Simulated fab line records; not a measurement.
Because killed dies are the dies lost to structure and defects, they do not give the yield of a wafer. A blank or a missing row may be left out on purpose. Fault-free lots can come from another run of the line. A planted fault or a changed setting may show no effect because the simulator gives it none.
Chamber matching + flow gf180mcu + GF_V5_ETCH_16 on rie diel-03 has 4 sister chambers
The step etches BARC in N2/H2. 4 wafers are shown with their chamber, then 10 later ones without.

WAFERS WITH THEIR CHAMBER
| wafer  | chamber | drypump motor current A (A) |
|--------|---------|-----------------------------|
| L081.1 | 1       | 6.6                         |
| L081.6 | 2       | 6.4                         |
| L088.1 | 0       | 5.7                         |
| L088.4 | 3       | 6.1                         |

WAFERS WITHOUT THEIR CHAMBER
| wafer  | drypump motor current A (A) |
|--------|-----------------------------|
| L088.6 | 6.5                         |
| L091.2 | 5.7                         |
| L091.4 | 6.5                         |
| L091.5 | 6.1                         |
| L095.1 | 6.5                         |
| L095.2 | 6.5                         |
| L095.4 | 6.1                         |
| L097.2 | 6.5                         |
| L097.3 | 6.5                         |
| L097.5 | 6.4                         |

CHAMBER TAKEN BY EACH
| wafer  | from the rows above     | in truth |
|--------|-------------------------|----------|
| L088.6 | can't be placed: 1 or 2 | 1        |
| L091.2 | 0                       | 0        |
| L091.4 | can't be placed: 1 or 2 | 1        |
| L091.5 | 3                       | 3        |
| L095.1 | can't be placed: 1 or 2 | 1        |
| L095.2 | can't be placed: 1 or 2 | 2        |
| L095.4 | 3                       | 3        |
| L097.2 | can't be placed: 1 or 2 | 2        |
| L097.3 | can't be placed: 1 or 2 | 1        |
| L097.5 | 2                       | 2        |
Placed correctly: 4 of 10. Can't be placed from these rows: 6 (the true chamber is among the candidates in 6). Wrongly placed: 0.
How it was worked out, from the rows above alone: a wafer's distance from a chamber is the root of the sum, over the readings, of the square of ((its reading less the chamber's mean) divided by the reading's scatter). If the next closest chamber is less than 2 further off than the closest, the wafer can't be placed; otherwise it belongs to the closest. Each chamber's mean is taken over the wafers shown for it. The scatter (one wafer shown for each chamber): square how far every hidden wafer sits from the nearest shown wafer, average those squares and take the square root.
